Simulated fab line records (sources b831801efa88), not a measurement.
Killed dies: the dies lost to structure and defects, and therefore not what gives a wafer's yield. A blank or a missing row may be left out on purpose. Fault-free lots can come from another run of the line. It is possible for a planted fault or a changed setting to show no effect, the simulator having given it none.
Which tool was responsible? | flow sky130 | 6 lots, 18 wafers sampled, at 2 steps of a route of 708

WHAT THE GAUGES READ, wafer by wafer
SKY_SD_P_CD_MEAS_07: target cd 380 nm.
lot  | measured     | on        | cd nm (nm)
L832 | day 25 18:14 | cd sem-01 | 379.9 378.6 380.1
L834 | day 26 10:35 | cd sem-02 | 362.7 363.3 363.7
L843 | day 30 05:11 | cd sem-02 | 382.9 381.7 381.3
L846 | day 30 22:05 | cd sem-01 | 381.0 380.5 380.1
L848 | day 31 19:30 | cd sem-01 | 382.5 384.8 383.0
L850 | day 32 04:52 | cd sem-01 | 381.2 381.8 379.6

EACH LOT AND THE TOOL THAT RAN IT (in order: tool; ch and the chambers of the sampled wafers; start)
lot  | SKY_SD_P_DEVELOP_06
L832 | litho track-04 ch 0, day 25 18:05
L834 | litho track-04 ch 0, day 26 10:26
L843 | litho track-02 ch 0, day 30 05:02
L846 | litho track-01 ch 0, day 30 21:56
L848 | litho track-02 ch 0, day 31 19:22
L850 | litho track-02 ch 0, day 32 04:44
- SKY_SD_P_DEVELOP_06: develop time 60 s.

THE ANSWER, worked out from the rows above alone
Rule: the lots themselves supply what counts as usual. The widest of any qualifying gaps counts: lots, ordered by their means at a reading, are off when they make up no more than a third of the lots, leave a main group of 4 or more, and stand apart from it by 3 or more times the standard deviation of that group's means. The tables above print the reading to a certain number of digits; a main group whose means all agree to those digits is not used. Also off: a lot with no number at a reading for which 4 or more lots have one. All remaining lots with rows at the step are treated as sound.
Off: L834 (SKY_SD_P_CD_MEAS_07, cd nm). For the main group the mean is 381.3 nm and the standard deviation 1.3.
If a tool, at a process step before that reading, ran all the lots that are off and no sound lot after the first of them, it fits. Those tools and the gauges at SKY_SD_P_CD_MEAS_07 are tried in the same way. One candidate fits, namely litho track-04 at SKY_SD_P_DEVELOP_06. A fault onset in the window from L832 (day 25 18:05, its last sound lot) to L834 (day 26 10:26, its first lot off) fits.

WHAT THE SIMULATOR HAD PUT IN
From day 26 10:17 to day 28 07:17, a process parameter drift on litho track-04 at SKY_SD_P_DEVELOP_06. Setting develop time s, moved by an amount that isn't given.
Lots struck among those shown: L834. The rule above reached the same finding.
